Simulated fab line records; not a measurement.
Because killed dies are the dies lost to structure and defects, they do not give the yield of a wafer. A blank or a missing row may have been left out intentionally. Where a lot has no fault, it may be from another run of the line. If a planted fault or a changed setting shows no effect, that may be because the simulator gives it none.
Code-filled problem report in 8D (eight disciplines) form + flow gf180mcu + the parts of the form that need people (team, actions taken, sign-off) are left out

1. THE PROBLEM
At GF_POLY_GATE_SOFTBAKE_06, run length s averages 91.42 s over 5 wafers from 3 lots, while fault-free wafers read 89.34 s, standard deviation 0.18. That puts it +12 standard deviations away from the usual mean.
The step: time 60 s.
Seen first at day 11 08:00 on litho track-02, wafer L631.1. Wafers with a number at this step in the record: 40, from 14 lots. The rule behind "out" and "out of limits": a value lying over 4 standard deviations away from the usual mean. The other wafers with a number count as sound.

2. WHAT THIS IS AND IS NOT
| question                    | is                                     | is not                                                                                                   |
|-----------------------------|----------------------------------------|----------------------------------------------------------------------------------------------------------|
| which readings at this step | run length s                           | -                                                                                                        |
| which lots                  | L631, L633, L634                       | L622, L623, L624, L625, L626, L627, L638, L642, L643, L644, L645                                         |
| which wafers of those lots  | L631.1, L631.2, L633.1, L634.1, L634.2 | L633.6, L634.3                                                                                           |
| read on which tools         | litho track-02                         | litho track-01, litho track-03                                                                           |
| when                        | from day 11 08:00                      | up to then (18 sound wafers); but 17 sound wafers of L633, L634, L638, L642, L643, L644, L645 came after |

3. THE SUSPECTS, EACH WITH WHAT RULES IT OUT
Counting: a tool at a process step up to the reading stays a suspect if it ran every lot that is out. Sound lots after the first of them don't rule it out here, since some wafers of a struck lot are sound.
- litho track-02 at GF_POLY_GATE_SOFTBAKE_06 (time 60 s): kept. Every lot that is out went through it, the first being L631 (day 11 08:00); the last sound lot it ran before that was L627 (day 10 03:00). Its own readings are out on those wafers: run length s.
After counting, what remains is litho track-02 at GF_POLY_GATE_SOFTBAKE_06.

4. THE CAUSE (what the simulator had put in)
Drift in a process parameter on litho track-02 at GF_POLY_GATE_SOFTBAKE_06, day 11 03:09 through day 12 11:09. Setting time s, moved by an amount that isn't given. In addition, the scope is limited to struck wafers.
After counting, this tool was the only one left.

5. THE EFFECT CHAIN, in route order
Rows list readings where the struck wafers' mean (over those with a number) sits beyond 3 standard deviations from the usual. Readings are gone through only where the record gives a usual standard deviation; hours: the median, over the lots, of the time from a lot's start at the first step in this table giving one to that lot's start at this step; sigmas: the change measured in usual standard deviations.
| hours | step                     | reading      | usual   | on struck wafers | change | sigmas |
|-------|--------------------------|--------------|---------|------------------|--------|--------|
| 0     | GF_POLY_GATE_SOFTBAKE_06 | run length s | 89.34 s | 91.42            | +2.08  | +12    |
Its process steps:
- GF_POLY_GATE_SOFTBAKE_06: time 60 s.
Later steps that measure or inspect, where all struck wafers having a row at the step show a number for every such reading and not one has moved that far: GF_HV_LDD_THK_MEAS_55, GF_SAB_THK_MEAS_01.

6. HOW IT WOULD HAVE BEEN CAUGHT EARLIER
In this record no reading fell out of limits until day 11 08:00, 5 hours after the fault had begun at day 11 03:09.
